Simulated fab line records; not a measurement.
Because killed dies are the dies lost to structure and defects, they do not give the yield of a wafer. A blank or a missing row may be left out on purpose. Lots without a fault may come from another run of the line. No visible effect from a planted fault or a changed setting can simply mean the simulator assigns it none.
One fault through the eyes of 2 desks ; flow sky130 ; each desk has only its own numbers; what lay behind them comes last

## METROLOGY DESK
What the gauges read for every lot (on any tool): the sampled wafers with a number, averaged. Marked OUT: a lot whose mean sits more than 4 standard deviations from the usual mean, which makes it out of limits; the brackets give that distance.
Columns: A = METAL5_ALCU_RS at SKY_METAL5_RS_MEAS_05, usual 0.02695 ohm/sq; B = METAL5_ALCU_THK at SKY_METAL5_THK_MEAS_06, usual 1166 nm
lot;first seen here;A;B
L547;day 43 10:25;0.02666;1176
L555;day 45 21:47;0.02700;1172
L556;day 46 10:19;0.02692;1167
L560;day 47 08:23;0.02692;1168
L561;day 48 00:13;0.02676;1183
L565;day 48 07:18;0.02690;1162
This desk found nothing out of limits on any of the 6 lots.

## FOR THE TOOL OWNER'S DESK: plasma asher-02
The tool's own readings at SKY_METAL5_STRIP_16 (strips in O2/N2): means of the sampled wafers that have a number, for each lot that ran on this tool. Marked OUT: a lot whose mean sits more than 4 standard deviations from the usual mean, which makes it out of limits; the brackets give that distance.
Columns: A = chamber pressure mTorr at SKY_METAL5_STRIP_16, usual 1500.2 mTorr; B = drypump motor current A at SKY_METAL5_STRIP_16, usual 5.6 A; C = oes product au at SKY_METAL5_STRIP_16, usual 0.710 a.u.; D = strip time to endpoint s at SKY_METAL5_STRIP_16, usual 13.10 s
lot;first seen here;A;B;C;D
L565;day 49 01:24;1501.1;5.9;0.707;13.26
This desk's finding: nothing out of limits on the one lot.

## ALL TOGETHER
From the metrology desk's view, nothing was out of limits.
Nothing out of limits was seen by the tool owner's desk.

## WHAT THE SIMULATOR HAD INSERTED
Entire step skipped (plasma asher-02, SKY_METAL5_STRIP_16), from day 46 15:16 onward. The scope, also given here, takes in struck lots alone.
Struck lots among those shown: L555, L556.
